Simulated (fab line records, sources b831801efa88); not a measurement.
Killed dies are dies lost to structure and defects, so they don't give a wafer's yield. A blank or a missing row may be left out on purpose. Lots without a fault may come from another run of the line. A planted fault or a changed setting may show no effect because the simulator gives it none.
Which tool did it? | flow gf180mcu | 13 lots, 39 wafers sampled, at 2 steps of a route of 602

WHAT THE GAUGES READ, wafer by wafer
GF_M4_THK_MEAS_06: measures by xrf. Usual: M4_ALCU_THK 470 nm, standard deviation 5.
lot  | measured     | on            | M4_ALCU_THK (nm) | flag
L591 | day 23 13:39 | film_metro-04 | 473 474 478      |
L592 | day 23 23:31 | film_metro-03 | 477 476 472      |
L593 | day 24 01:15 | film_metro-04 | 473 474 476      |
L598 | day 25 23:55 | film_metro-02 | 471 464 466      |
L605 | day 27 17:36 | film_metro-02 | 468 466 467      |
L607 | day 28 09:36 | film_metro-02 | 464 466 469      |
L608 | day 28 17:27 | film_metro-02 | 465 468 469      |
L609 | day 28 22:13 | film_metro-02 | 463 474 472      |
L610 | day 29 00:28 | film_metro-04 | 465 470 472      |
L611 | day 29 08:52 | film_metro-03 | 465 471 463      |
L612 | day 29 16:54 | film_metro-04 | 474 472 471      |
L613 | day 29 22:38 | film_metro-04 | 467 470 470      |
L614 | day 30 08:41 | film_metro-03 | 473 478 478      |

WHICH TOOL RAN EACH LOT (tool, then ch and the chambers of the sampled wafers, then the start)
lot  | GF_M4_SPUTTER_02
L591 | pvd_sputter-02, day 23 13:26
L592 | pvd_sputter-02, day 23 23:17
L593 | pvd_sputter-01, day 24 01:02
L598 | pvd_sputter-01, day 25 23:42
L605 | pvd_sputter-01, day 27 17:23
L607 | pvd_sputter-04, day 28 09:22
L608 | pvd_sputter-02, day 28 17:14
L609 | pvd_sputter-02, day 28 21:59
L610 | pvd_sputter-02, day 29 00:16
L611 | pvd_sputter-02, day 29 08:40
L612 | pvd_sputter-01, day 29 16:41
L613 | pvd_sputter-04, day 29 22:25
L614 | pvd_sputter-04, day 30 08:28
- GF_M4_SPUTTER_02: material AlCu, target thk 450 nm, time 24.84 s.

WHAT THE TOOLS THEMSELVES READ (means of the sampled wafers that have a number; where no wafer has one, the mark that the record gives instead)
GF_M4_SPUTTER_02. Usual: throttle_valve_pct 29.9 %, standard deviation 0.74.
lot  | tool           | throttle_valve_pct (%) | flag
L591 | pvd_sputter-02 | 30.1                   |
L592 | pvd_sputter-02 | 29.8                   |
L593 | pvd_sputter-01 | 30.6                   |
L598 | pvd_sputter-01 | 29.9                   |
L605 | pvd_sputter-01 | 30.1                   |
L607 | pvd_sputter-04 | 29.2                   |
L608 | pvd_sputter-02 | 29.9                   |
L609 | pvd_sputter-02 | 29.7                   |
L610 | pvd_sputter-02 | 29.9                   |
L611 | pvd_sputter-02 | 29.9                   |
L612 | pvd_sputter-01 | 29.8                   |
L613 | pvd_sputter-04 | 29.8                   |
L614 | pvd_sputter-04 | 29.3                   |

THE ANSWER, worked out from the rows above alone
Rule: a lot is off if the mean of its wafers that have a number lies more than 3 standard deviations from the usual mean. A lot without any number at a reading at which 4 lots or more have one is off too. The other lots that the step has rows for count as sound. The gauges are gone through in route order, then the tools' own readings, and for those a lot's mean is taken as printed above. The first step at which some lot is off is used, and at that step the reading that is off furthest; a lot without a number counts as furthest.
No lot is off at any reading shown: from this, nothing can be told.

WHAT THE SIMULATOR HAD PUT IN
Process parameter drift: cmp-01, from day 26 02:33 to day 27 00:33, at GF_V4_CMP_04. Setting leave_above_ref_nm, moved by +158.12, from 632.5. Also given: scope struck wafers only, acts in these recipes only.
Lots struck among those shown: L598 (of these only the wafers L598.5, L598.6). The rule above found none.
